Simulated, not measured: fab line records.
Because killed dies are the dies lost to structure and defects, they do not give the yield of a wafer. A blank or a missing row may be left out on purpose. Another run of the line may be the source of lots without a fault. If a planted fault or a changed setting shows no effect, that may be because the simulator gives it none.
Comparing a struck lot with a sound one | flow gf180mcu | 14 steps out of a route of 602
Sound: the wafers L389.1, L389.4, L389.6. Struck: wafers L383.1, L383.2, L383.3. The cause comes at the end.
For every step that has rows: the tool of each side, followed by ch and its chambers, followed by its first start. Under that, the readings that differ: sound wafers | struck wafers | difference of the means | sigmas: that difference in standard deviations of wafers without a fault.
alike: words and numbers the same on both sides, and readings whose means are apart by under 2 such deviations; not compared: readings that were withheld, readings missing a value for some wafer, numbers with overlapping values and no deviation given by the record, and bounds like >300 which may hide the same value.
Wherever a step has rows on one side only, a row that says differs or no value, or a row with sigmas, the two part there. Numbers that have no deviation but don't overlap get no sigmas and don't part them. Lack of a reading on every wafer of one side parts them only where that side has two or more wafers.

first, 1 step without rows for these wafers: GF_PSD_CLEAN_12 (cleans in SC1/SC2, time 150 s).
GF_PSD_RTA_13: time 20 s.
  sound on rtp anneal-01 ch 0, day 21 23:29; struck on rtp anneal-02 ch 0, day 20 07:00
  reading            | sound          | struck         | difference | sigmas
  lamp power pct (%) | 34.6 34.6 34.6 | 38.0 37.9 37.9 | +3.3       | +2
  alike: wafer_temp_C_max
GF_PSD_RS_MEAS_14: measures by four-point-probe.
  sound on film metro-04 at day 21 23:34; struck on film metro-01 at day 20 07:05
  alike: NSD_RS
GF_PSD_RS_MEAS_15: measures by four-point-probe.
  sound on film metro-04 at day 21 23:41; struck on film metro-01 at day 20 07:12
  alike: PSD_RS
GF_SAB_CVD_00: deposits SiO2 from TEOS, target thk 50 nm, time 4.9302 s.
  sound on pecvd-03 ch 0,1,2, day 21 23:49; struck on pecvd-01 ch 0,2, day 20 07:19
  alike: heater power w, susceptor temp C
  not compared: since wet clean h
GF_SAB_THK_MEAS_01:
  sound on film metro-01 at day 21 23:50; struck on film metro-04 at day 20 07:21
  alike: SAB_CVD_00_THK
then, 6 steps without rows for these wafers: GF_SAB_DEHYDRATE_02 (time 60 s); GF_SAB_HMDS_03 (prime time 60 s); GF_SAB_COAT_04 (resist thk 1000 nm); GF_SAB_SOFTBAKE_05 (time 60 s); GF_SAB_EXPOSE_06 (exposes mask SAB, target cd 420 nm); GF_SAB_PEB_07.
GF_SAB_DEVELOP_08: develop time 60 s.
  sound on litho track-03 ch 0, day 22 22:46; struck on litho track-01, day 21 07:14
  no value came back on the struck wafers for chill plate temp C (C), develop time s (s); on the sound wafers chill plate temp C (C) reads 23.11 22.96 22.91
GF_SAB_CD_MEAS_09: the cd target is 420 nm.
  sound on cd sem-02 at day 22 22:55; struck on cd sem-02 at day 21 07:23
  reading    | sound             | struck | difference                    | sigmas
  cd nm (nm) | 417.1 416.2 416.9 | - - -  | no value on the struck wafers |

== WHERE THEY PART ==
At GF_PSD_RTA_13 first; at GF_SAB_CD_MEAS_09 last (within this record only).

WHY: what the simulator had put in
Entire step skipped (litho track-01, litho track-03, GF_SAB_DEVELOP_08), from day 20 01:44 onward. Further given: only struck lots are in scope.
